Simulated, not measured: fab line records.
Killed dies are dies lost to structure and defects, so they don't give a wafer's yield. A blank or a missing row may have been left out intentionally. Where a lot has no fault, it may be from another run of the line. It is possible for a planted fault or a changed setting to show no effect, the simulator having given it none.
Which tool was responsible? + flow sky130 + 36 wafers from 12 lots sampled at 5 of the route's 708 steps

== WHAT THE GAUGES READ, wafer by wafer ==
SKY_METAL2_CD_MEAS_15: the cd target is 140 nm.
| lot  | measured     | on        | cd nm (nm)                          |
|------|--------------|-----------|-------------------------------------|
| L601 | day 35 09:19 | cd sem-02 | 137.4 137.9 137.0                   |
| L602 | day 35 14:11 | cd sem-02 | 140.4 140.6 138.9                   |
| L603 | day 36 00:49 | cd sem-01 | 137.2 139.3 138.7                   |
| L604 | day 36 09:46 | cd sem-01 | 142.3 141.3 141.3                   |
| L605 | day 36 13:32 | cd sem-01 | 139.2 138.3 139.9                   |
| L606 | day 36 21:11 | cd sem-01 | 140.4 140.6 140.8                   |
| L608 | day 38 02:02 | cd sem-02 | 139.3 140.2 139.5                   |
| L610 | day 38 12:07 | cd sem-02 | 145.4 144.6 145.6 145.8 144.7 146.1 |
| L614 | day 39 13:46 | cd sem-02 | 139.1 138.2 138.8                   |
| L620 | day 41 12:26 | cd sem-02 | 139.8 141.1 140.6                   |
| L621 | day 42 02:10 | cd sem-02 | 138.7 140.4 137.5                   |
| L623 | day 42 12:22 | cd sem-02 | 138.9 138.5 139.1                   |

SKY_VIA2_BOW_MEAS_03.
| lot  | measured     | on            | VIA2_BOW (um) |
|------|--------------|---------------|---------------|
| L601 | day 35 10:44 | film metro-01 | 90 88 83      |
| L602 | day 35 15:37 | film metro-01 | 92 89 85      |
| L603 | day 36 02:14 | film metro-01 | 92 95 90      |
| L604 | day 36 11:13 | film metro-01 | 83 72 76      |
| L605 | day 36 15:00 | film metro-02 | 82 72 77      |
| L606 | day 36 22:39 | film metro-02 | 91 79 99      |
| L608 | day 38 03:28 | film metro-01 | 102 95 92     |
| L610 | day 38 15:48 | film metro-01 | 92 95 90      |
| L614 | day 39 15:11 | film metro-02 | 79 68 89      |
| L620 | day 41 13:58 | film metro-04 | 74 74 93      |
| L621 | day 42 03:35 | film metro-01 | 91 96 87      |
| L623 | day 42 13:47 | film metro-01 | 93 95 91      |

== WHICH TOOL RAN EACH LOT (tool, then ch and the chambers of the sampled wafers, then the start) ==
| lot  | SKY_VIA1_CMP_02               | SKY_VIA1_SPUTTER_20          | SKY_METAL2_EXPOSE_12              |
|------|-------------------------------|------------------------------|-----------------------------------|
| L601 | cmp-02 ch 2,3, day 33 00:47   | pvd sputter-04, day 34 05:03 | krf scanner-01 ch 0, day 34 20:11 |
| L602 | cmp-01 ch 0,1,3, day 33 06:19 | pvd sputter-03, day 34 10:21 | krf scanner-02 ch 0, day 35 01:10 |
| L603 | cmp-01 ch 1,2, day 33 17:03   | pvd sputter-04, day 34 21:21 | krf scanner-01 ch 0, day 35 11:44 |
| L604 | cmp-02 ch 0,2,3, day 34 01:29 | pvd sputter-04, day 35 06:06 | krf scanner-01 ch 0, day 35 20:10 |
| L605 | cmp-02 ch 1,2, day 34 05:41   | pvd sputter-03, day 35 09:47 | krf scanner-02 ch 0, day 36 00:19 |
| L606 | cmp-02 ch 0,1, day 34 14:31   | pvd sputter-02, day 35 18:01 | krf scanner-01 ch 0, day 36 08:46 |
| L608 | cmp-02 ch 2,3, day 35 17:59   | pvd sputter-03, day 36 22:15 | krf scanner-02 ch 0, day 37 13:27 |
| L610 | cmp-01 ch 0,1,3, day 36 04:50 | pvd sputter-03, day 37 08:56 | krf scanner-01 ch 0, day 37 22:58 |
| L614 | cmp-02 ch 0,2,3, day 37 08:17 | pvd sputter-04, day 38 12:05 | krf scanner-02 ch 0, day 39 01:22 |
| L620 | cmp-01 ch 0,1,2, day 39 08:35 | pvd sputter-02, day 40 10:35 | krf scanner-02 ch 0, day 41 00:41 |
| L621 | cmp-01 ch 0,3, day 39 23:14   | pvd sputter-03, day 41 01:19 | krf scanner-02 ch 0, day 41 14:01 |
| L623 | cmp-01 ch 0,1,2, day 40 09:22 | pvd sputter-03, day 41 11:19 | krf scanner-02 ch 0, day 42 00:56 |
- SKY_VIA1_CMP_02: polishes SiO2.
- SKY_VIA1_SPUTTER_20: material TiN, target thk 20 nm, time 80 s.
- SKY_METAL2_EXPOSE_12: exposes mask MM2, target cd 140 nm.

== AS READ BY THE TOOLS THEMSELVES (means over the sampled wafers that have a number; for cases with no such wafer, the mark the record gives instead) ==
SKY_VIA1_CMP_02.
| lot  | tool   | motor current A (A) |
|------|--------|---------------------|
| L601 | cmp-02 | 11.2                |
| L602 | cmp-01 | 13.5                |
| L603 | cmp-01 | 11.7                |
| L604 | cmp-02 | 11.8                |
| L605 | cmp-02 | 10.1                |
| L606 | cmp-02 | 11.4                |
| L608 | cmp-02 | 11.3                |
| L610 | cmp-01 | 13.6                |
| L614 | cmp-02 | 11.9                |
| L620 | cmp-01 | 12.3                |
| L621 | cmp-01 | 14.9                |
| L623 | cmp-01 | 11.9                |

SKY_VIA1_SPUTTER_20.
| lot  | tool           | throttle valve pct (%) |
|------|----------------|------------------------|
| L601 | pvd sputter-04 | 29.0                   |
| L602 | pvd sputter-03 | 30.3                   |
| L603 | pvd sputter-04 | 29.6                   |
| L604 | pvd sputter-04 | 29.8                   |
| L605 | pvd sputter-03 | 30.6                   |
| L606 | pvd sputter-02 | 28.4                   |
| L608 | pvd sputter-03 | 30.5                   |
| L610 | pvd sputter-03 | 30.6                   |
| L614 | pvd sputter-04 | 29.5                   |
| L620 | pvd sputter-02 | 29.0                   |
| L621 | pvd sputter-03 | 30.3                   |
| L623 | pvd sputter-03 | 30.1                   |

SKY_METAL2_EXPOSE_12.
| lot  | tool           | exposure dose mJ cm2 |
|------|----------------|----------------------|
| L601 | krf scanner-01 | 27.93                |
| L602 | krf scanner-02 | 28.49                |
| L603 | krf scanner-01 | 27.94                |
| L604 | krf scanner-01 | 27.90                |
| L605 | krf scanner-02 | 28.44                |
| L606 | krf scanner-01 | 27.91                |
| L608 | krf scanner-02 | 28.46                |
| L610 | krf scanner-01 | 27.32                |
| L614 | krf scanner-02 | 28.47                |
| L620 | krf scanner-02 | 28.44                |
| L621 | krf scanner-02 | 28.46                |
| L623 | krf scanner-02 | 28.42                |

== THE ANSWER, worked out from the rows above alone ==
Rule: the lots themselves supply what counts as usual. The widest of any qualifying gaps counts: lots, ordered by their means at a reading, are off when they make up no more than a third of the lots, leave a main group of 4 or more, and stand apart from it by 3 or more times the standard deviation of that group's means. A main group whose means are all the same, to the digits that the tables above print for the reading, isn't used. Also off: a lot with no number at a reading for which 4 or more lots have one. Any other lot the step has rows for is counted as sound. The gauges are gone through in route order, then the tools' own readings, and for those a lot's mean is taken as printed above. The first step at which some lot is off is used, and at that step the reading that is off furthest; a lot without a number counts as furthest.
Off, at SKY_METAL2_CD_MEAS_15 on cd nm: L610. Mean 139.4 nm and standard deviation 1.1 in the main group.
If a tool, at a process step before that reading, ran all the lots that are off and no sound lot after the first of them, it fits. The gauges at SKY_METAL2_CD_MEAS_15 are tried like those tools. One candidate fits, namely krf scanner-01 at SKY_METAL2_EXPOSE_12. A fault onset in the window from L606 (day 36 08:46, its last sound lot) to L610 (day 37 22:58, its first lot off) fits.

== WHAT THE SIMULATOR PUT IN ==
Drift in process parameters on krf scanner-01 at SKY_METAL2_EXPOSE_12, starting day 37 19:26. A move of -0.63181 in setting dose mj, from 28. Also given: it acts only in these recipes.
Shown lots that were struck: L610. The rule given above showed the same thing.
